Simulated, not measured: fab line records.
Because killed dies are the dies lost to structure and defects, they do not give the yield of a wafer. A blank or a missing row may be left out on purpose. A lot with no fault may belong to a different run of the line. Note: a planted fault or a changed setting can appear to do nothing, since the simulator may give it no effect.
Struck lot and sound lot, side by side    flow sky130    33 out of 708 route steps
Sound: the wafers L424.2, L424.4, L424.6. Struck: wafers L441.2, L441.6. (L441.1 of the same lot was not struck and is left out.) The cause comes at the end.
At each step with rows: each side's tool, then ch and its chambers, then its first start. Under that, the readings that differ: sound wafers    struck wafers    difference of the means    sigmas: that difference in standard deviations of wafers without a fault.
alike: same words and numbers on both sides, and readings whose means sit less than 2 such deviations apart. not compared: any withheld reading, any reading some wafer has no value for, any bound like >300 that may hide the same value, and any number with overlapping values for which the record gives no deviation.
Wherever a step has rows on one side only, a row that says differs or no value, or a row with sigmas, the two part there. Non-overlapping numbers with no deviation appear without sigmas and do not part them. A reading that every wafer of one side lacks parts them only if that side has two wafers or more.

first, 4 steps without rows for these wafers: SKY_LOCAL_INTERCONNECT_SOFTBAKE_07 (time 90 s); SKY_LOCAL_INTERCONNECT_EXPOSE_08 (exposes mask LI1M, target cd 170 nm); SKY_LOCAL_INTERCONNECT_PEB_09; SKY_LOCAL_INTERCONNECT_DEVELOP_10 (develop time 60 s).
SKY_LOCAL_INTERCONNECT_CD_MEAS_11: the cd target is 170 nm.
  sound: cdSem-01 at day 31 23:26; struck: cdSem-02 at day 39 06:46
  alike: cdNm
SKY_LOCAL_INTERCONNECT_OVL_MEAS_12:
  sound: overlay-02 at day 31 23:33; struck: overlay-01 at day 39 06:53
  alike: LOCAL_INTERCONNECT_OVL
SKY_LOCAL_INTERCONNECT_ETCH_13: etches BARC in N2/H2, stops on SiO2, time 45.9 s, target depth 60 nm.
  sound on rieMetal-04 ch 1, day 31 23:35; struck on rieMetal-01 ch 1, day 39 06:55
  alike: chamberPressureMTorr, drypumpMotorCurrentA, heBacksideLeakSccm, oesProductAu, throttleValvePct
  not compared: rfHoursCounterH
then, 1 step without rows for these wafers: SKY_LOCAL_INTERCONNECT_METAL_ETCH_14 (etches TiN in Cl2/BCl3, stops on PSG, target depth 110 nm, time 31.4 s).
SKY_LOCAL_INTERCONNECT_STRIP_15: strips in O2/N2.
  sound on plasmaAsher-04 ch 0,1, day 31 23:41; struck on plasmaAsher-02 ch 0,1, day 39 07:02
  alike: chamberPressureMTorr, drypumpMotorCurrentA, oesProductAu, stripTimeToEndpointS
  not compared: rfHoursCounterH
then, 3 steps without rows for these wafers: SKY_LOCAL_INTERCONNECT_STRIP_16 (strips in post etch residue remover, time 1200 s); SKY_LOCAL_INTERCONNECT_CLEAN_17 (cleans in IPA, time 180 s); SKY_LOCAL_INTERCONNECT_CLEAN_18 (cleans in O3/DIW).
SKY_CONTACT_CVD_00: deposits Si3N4, target thk 75 nm.
  sound on pecvd-03 ch 0,2, day 32 00:21; struck on pecvd-04 ch 0, day 39 07:41
reading                                   sound            struck       difference  sigmas
model.Si3N4_of_CONTACT_CVD_00.thkNm (nm)  76.7 77.8 78.65  89.55 90.62  +12.37      
  alike: heaterPowerW
SKY_CONTACT_THK_MEAS_01:
  sound: filmMetro-01 at day 32 00:24; struck: filmMetro-01 at day 39 07:43
reading                  sound           struck     difference  sigmas
CONTACT_CVD_00_THK (nm)  76.7 77.8 78.7  89.5 90.7  +12.4       +10
then, 1 step without rows for these wafers: SKY_CONTACT_HDPCVD_02 (deposits SiO2, target thk 565 nm, time 94.2 s).
SKY_CONTACT_THK_MEAS_03:
  sound: filmMetro-02 at day 32 00:31; struck: filmMetro-02 at day 39 07:50
reading                  sound        struck   difference  sigmas
CONTACT_HDPCVD_THK (nm)  561 558 560  579 570  +15         +3
SKY_CONTACT_CMP_04: polishes SiO2.
  sound on cmp-01 ch 0,3, day 32 00:34; struck on cmp-02 ch 1,3, day 39 07:57
  alike: headPressurePsi, motorCurrentA, platenRpm
SKY_CONTACT_BOW_MEAS_05:
  sound: filmMetro-02 at day 32 00:53; struck: filmMetro-01 at day 39 08:12
  alike: CONTACT_BOW
then, 8 steps without rows for these wafers: SKY_CONTACT_DEHYDRATE_06 (time 60 s); SKY_CONTACT_HMDS_07 (prime time 60 s); SKY_CONTACT_COAT_08 (resist thk 60 nm); SKY_CONTACT_COAT_09 (resist thk 450 nm); SKY_CONTACT_SOFTBAKE_10 (time 90 s); SKY_CONTACT_EXPOSE_11 (exposes mask CTM1, target cd 170 nm); SKY_CONTACT_PEB_12; SKY_CONTACT_DEVELOP_13 (develop time 60 s).
SKY_CONTACT_CD_MEAS_14: the cd target is 170 nm.
  sound: cdSem-01 at day 33 04:59; struck: cdSem-01 at day 40 09:48
  alike: cdNm
SKY_CONTACT_OVL_MEAS_15:
  sound: overlay-02 at day 33 05:06; struck: overlay-01 at day 40 09:55
  alike: CONTACT_OVL
then, 1 step without rows for these wafers: SKY_CONTACT_ETCH_16 (etches BARC in N2/H2, stops on SiO2, time 45.9 s, target depth 60 nm).
SKY_CONTACT_ETCH_17: etches SiO2 in C4F8/O2/Ar, stops on Si3N4, target depth 340 nm.
  sound on rieDiel-03 ch 1,3, day 33 05:10; struck on rieDiel-01 ch 0,1, day 40 09:59
  alike: chamberPressureMTorr, oesProductAu
SKY_CONTACT_ETCH_18: etches Si3N4 in CHF3/O2, stops on TiN, time 39 s, target depth 75 nm.
  sound: rieDiel-03 ch 1,3; struck: rieDiel-01 ch 0,1
reading                  sound              struck       difference  sigmas
oesProductAu (a.u.)      0.864 0.880 0.882  0.946 0.944  +0.070      +7
throttleValvePct (%)     8.787 8.788 8.796  8.814 8.826  +0.030      +3
model.etch.depthNm (nm)  76.7 77.8 78.65    89.55 90.62  +12.37      
  alike: O2_flow_sccm, chamberPressureMTorr, drypumpMotorCurrentA
  not compared: rfHoursCounterH
SKY_CONTACT_STRIP_19: strips in O2/N2.
  sound on plasmaAsher-02 ch 0,1, day 33 05:16; struck on plasmaAsher-01 ch 0, day 40 10:05
reading                   sound           struck     difference  sigmas
drypumpMotorCurrentA (A)  5.81 5.79 5.78  5.93 5.93  +0.14       +2
  alike: chamberPressureMTorr, oesProductAu, stripTimeToEndpointS
  not compared: rfHoursCounterH
-- the record jumps here: 12 days lie between the struck wafers' starts before and after (it left off in module CONTACT and takes up again in module PAD_OPEN, whose first step shown is number 708 of the route) --
SKY_PAD_OPEN_PROBE_99:
  sound: prober-01 at day 47 13:59; struck: prober-02 at day 52 15:26
reading             sound     struck  difference  sigmas
killed_at_M0_to_M3  41 34 45  55 55   +15         +2
  alike: killed_at_M4_up, killedAtContacts, killedAtFrontEnd, killedAtOther, killedDies, killedOpen, killedShort

== WHERE THEY PART ==
At SKY_CONTACT_THK_MEAS_01 first; at SKY_PAD_OPEN_PROBE_99 last (within this record only).

WHY: what had been put in by the simulator
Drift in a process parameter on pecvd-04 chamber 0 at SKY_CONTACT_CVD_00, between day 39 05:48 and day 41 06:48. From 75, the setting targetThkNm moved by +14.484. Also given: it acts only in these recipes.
